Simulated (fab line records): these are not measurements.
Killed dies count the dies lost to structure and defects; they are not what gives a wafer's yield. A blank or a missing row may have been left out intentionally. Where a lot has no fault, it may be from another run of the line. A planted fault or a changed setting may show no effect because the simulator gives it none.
What tool caused it? | flow gf180mcu | 39 wafers from 13 lots sampled at 4 of the route's 602 steps

== WHAT THE GAUGES READ, wafer by wafer ==
GF_V1_BOW_MEAS_05. Usual: V1_BOW gives 83 um (standard deviation 8.9).
lot  | measured     | on            | V1_BOW (um) | flag
L935 | day 17 06:58 | film-metro-04 | 73 81 70    |
L936 | day 17 17:56 | film-metro-02 | 76 83 78    |
L937 | day 18 01:20 | film-metro-02 | 79 87 86    |
L939 | day 19 05:56 | film-metro-04 | 95 79 95    |
L942 | day 20 05:34 | film-metro-02 | 69 74 76    |
L943 | day 20 13:16 | film-metro-03 | 92 68 84    |
L944 | day 21 03:50 | film-metro-03 | 76 87 85    |
L950 | day 23 04:57 | film-metro-02 | 65 64 87    |
L951 | day 23 17:04 | film-metro-04 | 97 87 84    |
L952 | day 23 21:57 | film-metro-02 | 74 64 77    |
L953 | day 23 23:04 | film-metro-03 | 76 85 78    |
L954 | day 24 07:46 | film-metro-02 | 81 86 77    |
L957 | day 25 03:19 | film-metro-04 | 79 78 83    |

GF_V1_CD_MEAS_14: the cd target is 260 nm. Usual: cd-nm reads 260.3 nm (standard deviation 1).
lot  | measured     | on        | cd-nm (nm)        | flag
L935 | day 18 06:16 | cd-sem-02 | 260.5 260.3 259.8 |
L936 | day 18 17:50 | cd-sem-02 | 260.7 260.7 260.1 |
L937 | day 19 00:47 | cd-sem-02 | 260.5 259.9 260.7 |
L939 | day 20 05:56 | cd-sem-02 | 261.1 261.5 261.1 |
L942 | day 21 05:36 | cd-sem-01 | 260.0 260.7 260.6 |
L943 | day 21 13:18 | cd-sem-01 | 260.4 259.2 259.7 |
L944 | day 22 02:33 | cd-sem-01 | 259.8 259.8 258.9 |
L950 | day 24 03:42 | cd-sem-01 | 234.2 233.3 233.3 | OFF
L951 | day 24 15:05 | cd-sem-01 | 257.5 259.0 259.3 |
L952 | day 24 19:44 | cd-sem-01 | 261.3 261.4 262.2 |
L953 | day 24 21:20 | cd-sem-02 | 259.4 258.4 259.0 |
L954 | day 25 05:27 | cd-sem-02 | 259.8 261.0 261.1 |
L957 | day 26 00:35 | cd-sem-02 | 261.5 260.3 260.3 |

== EACH LOT AND THE TOOL THAT RAN IT (in order: tool; ch and the chambers of the sampled wafers; start) ==
lot  | GF_M1_STRIP_17                       | GF_V1_SOFTBAKE_10
L935 | plasma-asher-04 ch 0,1, day 17 05:52 | litho-track-04 ch 0, day 17 18:00
L936 | plasma-asher-03 ch 0,1, day 17 16:46 | litho-track-01 ch 0, day 18 05:00
L937 | plasma-asher-02 ch 0,1, day 18 00:13 | litho-track-04 ch 0, day 18 13:00
L939 | plasma-asher-04 ch 0,1, day 19 04:44 | litho-track-04 ch 0, day 19 18:00
L942 | plasma-asher-03 ch 0,1, day 20 04:25 | litho-track-04 ch 0, day 20 17:00
L943 | plasma-asher-02 ch 0,1, day 20 12:08 | litho-track-03 ch 0, day 21 01:00
L944 | plasma-asher-03 ch 0,1, day 21 02:42 | litho-track-04 ch 0, day 21 15:00
L950 | plasma-asher-04 ch 1, day 23 03:49   | litho-track-04 ch 0, day 23 16:00
L951 | plasma-asher-02 ch 0,1, day 23 15:57 | litho-track-03 ch 0, day 24 04:00
L952 | plasma-asher-04 ch 0,1, day 23 20:49 | litho-track-03 ch 0, day 24 08:00
L953 | plasma-asher-03 ch 0,1, day 23 21:55 | litho-track-01 ch 0, day 24 10:00
L954 | plasma-asher-02 ch 0,1, day 24 06:36 | litho-track-03 ch 0, day 24 18:00
L957 | plasma-asher-03 ch 0,1, day 25 02:12 | litho-track-01 ch 0, day 25 14:00
- GF_M1_STRIP_17: strips in O2/N2.
- GF_V1_SOFTBAKE_10: time 60 s.

== WHAT THE TOOLS THEMSELVES READ (means of the sampled wafers that have a number; where no wafer has one, the mark that the record gives instead) ==
GF_M1_STRIP_17. Usual: drypump-motor-current-A 6.0 A, standard deviation 0.44; heater-power-w 352 W, standard deviation 37; oes-product-au 0.561 a.u., standard deviation 0.005; strip-time-to-endpoint-s 7.96 s, standard deviation 0.051.
lot  | tool            | drypump-motor-current-A (A) | heater-power-w (W) | oes-product-au (a.u.) | strip-time-to-endpoint-s (s) | flag
L935 | plasma-asher-04 | 6.2                         | 316                | 0.562                 | 7.95                         |
L936 | plasma-asher-03 | 5.5                         | 346                | 0.563                 | 7.95                         |
L937 | plasma-asher-02 | 6.2                         | 404                | 0.558                 | 7.96                         |
L939 | plasma-asher-04 | 6.1                         | 319                | 0.558                 | 7.98                         |
L942 | plasma-asher-03 | 5.5                         | 342                | 0.562                 | 7.90                         |
L943 | plasma-asher-02 | 6.2                         | 407                | 0.565                 | 8.00                         |
L944 | plasma-asher-03 | 5.8                         | 331                | 0.562                 | 7.98                         |
L950 | plasma-asher-04 | 6.2                         | 332                | 0.561                 | 7.96                         |
L951 | plasma-asher-02 | 6.4                         | 405                | 0.562                 | 8.01                         |
L952 | plasma-asher-04 | 6.2                         | 317                | 0.559                 | 7.98                         |
L953 | plasma-asher-03 | 5.8                         | 326                | 0.561                 | 7.97                         |
L954 | plasma-asher-02 | 6.4                         | 403                | 0.553                 | 7.90                         |
L957 | plasma-asher-03 | 5.5                         | 338                | 0.568                 | 8.02                         |

GF_V1_SOFTBAKE_10. Usual: heater-power-total-W 93.06 W, standard deviation 0.062; plate-temp-C 130.02 C, standard deviation 0.15.
lot  | tool           | heater-power-total-W (W) | plate-temp-C (C) | flag
L935 | litho-track-04 | 93.01                    | 129.82           |
L936 | litho-track-01 | 93.01                    | 130.02           |
L937 | litho-track-04 | 93.03                    | 129.94           |
L939 | litho-track-04 | 93.08                    | 129.98           |
L942 | litho-track-04 | 93.09                    | 130.31           |
L943 | litho-track-03 | 93.04                    | 129.91           |
L944 | litho-track-04 | 93.09                    | 129.97           |
L950 | litho-track-04 | 76.03                    | 111.54           | OFF
L951 | litho-track-03 | 93.04                    | 130.24           |
L952 | litho-track-03 | 93.08                    | 129.75           |
L953 | litho-track-01 | 93.03                    | 129.98           |
L954 | litho-track-03 | 93.05                    | 130.16           |
L957 | litho-track-01 | 93.08                    | 130.03           |

== THE ANSWER, worked out from the rows above alone ==
Rule: lot off if the mean of its wafers having a number is beyond 3 standard deviations from the usual mean. Also off: a lot with no number at a reading for which 4 or more lots have one. Where the step has rows for the other lots, those lots are counted as sound. Order of review: gauges by route order, followed by the tools' own readings, for which a lot's mean as printed above is used. The first step at which some lot is off is used, and at that step the reading that is off furthest; a lot without a number counts as furthest.
Off: L950, at GF_V1_CD_MEAS_14 (cd-nm).
A tool fits if, at a process step before that reading, it ran every lot that is off, and no sound lot after the first of them. Not tried: the gauges at GF_V1_CD_MEAS_14; whatever is off there is also off at GF_V1_SOFTBAKE_10, on other tools, and gauge error can't account for it. One fits: GF_V1_SOFTBAKE_10 on litho-track-04. Its last sound lot is L944 (day 21 15:00), its first lot that is off L950 (day 23 16:00): a fault that began between those two fits.
The tool's own readings at GF_V1_SOFTBAKE_10 bear it out: on the lots that are off they differ by more than 5 times the standard deviation of the sound lots' means. heater-power-total-W reads 76.03 W there against 93.05 W on the sound lots; plate-temp-C reads 111.54 C there against 130.01 C on the sound lots.

== WHAT HAD BEEN PUT IN BY THE SIMULATOR ==
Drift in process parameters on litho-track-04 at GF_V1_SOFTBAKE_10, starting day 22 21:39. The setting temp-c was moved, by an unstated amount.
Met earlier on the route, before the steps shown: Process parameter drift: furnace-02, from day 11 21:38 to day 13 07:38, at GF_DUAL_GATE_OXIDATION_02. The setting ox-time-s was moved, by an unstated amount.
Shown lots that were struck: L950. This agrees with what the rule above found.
